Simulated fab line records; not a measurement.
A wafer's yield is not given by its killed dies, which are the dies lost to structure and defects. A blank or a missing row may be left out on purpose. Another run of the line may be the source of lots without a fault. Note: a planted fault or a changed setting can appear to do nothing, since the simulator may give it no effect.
A lot that was struck, set against a sound lot / flow sfqLine / 21 steps out of a route of 325
Sound: the wafers L834.4, L834.5, L834.6. Wafers struck: L853.1, L853.2, L853.5. The cause is named last.
Per side, at each step with rows, come the tool, then ch with its chambers, and then its first start. Under that, the readings that differ: sound wafers / struck wafers / difference of the means / sigmas: that difference in standard deviations of wafers without a fault.
alike: same words and numbers on both sides, and readings whose means sit less than 2 such deviations apart. not compared: any withheld reading, any reading some wafer has no value for, any bound like >300 that may hide the same value, and any number with overlapping values for which the record gives no deviation.
A row with sigmas, a row that says differs or no value, or rows on one side alone: a step with any of these is where the two part. When numbers do not overlap yet have no deviation, they are printed without sigmas and do not part them. A reading that every wafer of one side lacks parts them only if that side has two wafers or more.

SFQ_I4_OVL_MEAS_928:
  sound on overlay-01, day 47 07:54; struck on overlay-01, day 51 03:16
  alike: I4_OVL
SFQ_TRILAYER_I4_VIA_BARC_OPEN_VIA_ETCH_146: etches BARC in O2, target depth 125 nm, time 41.7 s.
  sound on rieDiel-03 ch 2,3, day 47 07:55; struck on rieDiel-03 ch 0,2,3, day 51 03:19
  alike: drypumpMotorCurrentA, oesProductAu
  not compared: rfHoursCounterH
SFQ_TRILAYER_I4_VIA_ETCH_VIA_ETCH_106: etches SiO2 in CHF3, stops on Nb, target depth 260 nm.
  sound on rieDiel-03 ch 2,3, day 47 07:58; struck on rieDiel-03 ch 0,2,3, day 51 03:20
  alike: drypumpMotorCurrentA, oesProductAu
then, 4 steps without rows for these wafers: SFQ_TRILAYER_I4_VIA_STRIP_STRIP_107 (strips in O2); SFQ_TRILAYER_I4_VIA_STRIP_SOLV_CLEAN_108 (cleans in NMP, time 600 s); SFQ_TRILAYER_JJ_TRILAYER_DEP_PRE_CLEAN_113 (time 22.5 s); SFQ_TRILAYER_JJ_TRILAYER_DEP_SPUTTER_109 (material Nb, target thk 150 nm, time 100 s).
SFQ_TRILAYER_JJ_TRILAYER_DEP_SPUTTER_110: material Al, target thk 8 nm, time 10 s.
  sound on pvdSputter-05, day 47 08:57; struck on pvdSputter-05, day 51 04:20
  alike: throttleValvePct
then, 2 steps without rows for these wafers: SFQ_TRILAYER_JJ_TRILAYER_DEP_AL_OXIDATION_111 (oxidation time 600 s); SFQ_TRILAYER_JJ_TRILAYER_DEP_SPUTTER_112 (material Nb, target thk 170 nm, time 113.3 s).
SFQ_JJ_RS_MEAS_929: uses a four-point probe to measure.
  sound on filmMetro-03, day 47 10:07; struck on filmMetro-04, day 51 05:26
  alike: JJ_NB_RS
SFQ_TRILAYER_JJ_CE_LITHO_COAT_119: resist thk 62 nm.
  sound on lithoTrack-02 ch 0, day 47 10:23; struck on lithoTrack-02 ch 0, day 51 05:37
reading=model.BARC_of_TRILAYER_JJ_CE_LITHO_COAT_119.thkNm (nm); sound=62.24 62.27 62.28; struck=65.34 65.26 65.15; difference=+2.99; sigmas=
  alike: chillPlateTempC
then, 5 steps without rows for these wafers: SFQ_TRILAYER_JJ_CE_LITHO_COAT_114 (resist thk 600 nm); SFQ_TRILAYER_JJ_CE_LITHO_SOFTBAKE_118; SFQ_TRILAYER_JJ_CE_LITHO_EXPOSE_115 (exposes mask J5, target cd 700 nm); SFQ_TRILAYER_JJ_CE_LITHO_PEB_117 (peb time 60 s); SFQ_TRILAYER_JJ_CE_LITHO_DEVELOP_116 (time 60 s).
-- the record jumps here: 5 days lie between the struck wafers' starts before and after --
SFQ_JJ_OVL_MEAS_931:
  sound on overlay-02, day 47 12:37; struck on overlay-01, day 56 12:01
  alike: J5_OVL
SFQ_TRILAYER_JJ_CE_METRO_MEASURE_117:
  sound on cdSem-02, day 47 13:14; struck on cdSem-02, day 56 12:04
  alike: cdNm
SFQ_TRILAYER_JJ_CE_BARC_OPEN_RIE_150: chemistry O2, target BARC, target depth 240 nm, time 80 s.
  sound on rieMetal-02 ch 0,1, day 47 13:52; struck on rieMetal-04 ch 0,1, day 56 13:16
reading=model.etch.depthNm (nm); sound=62.24 62.27 62.28; struck=65.34 65.26 65.15; difference=+2.99; sigmas=
  alike: drypumpMotorCurrentA, oesProductAu
  not compared: rfHoursCounterH
SFQ_TRILAYER_JJ_CE_ETCH_RIE_118: chemistry SF6, target Nb, stops on Al2O3, time 97.7 s, target depth 170 nm.
  sound on rieMetal-02 ch 0,1, day 47 13:58; struck on rieMetal-04 ch 0,1, day 56 13:21
  alike: drypumpMotorCurrentA, oesProductAu
  not compared: rfHoursCounterH

WHERE THEY PART
Nowhere in this record.

WHY: the cause the simulator had injected
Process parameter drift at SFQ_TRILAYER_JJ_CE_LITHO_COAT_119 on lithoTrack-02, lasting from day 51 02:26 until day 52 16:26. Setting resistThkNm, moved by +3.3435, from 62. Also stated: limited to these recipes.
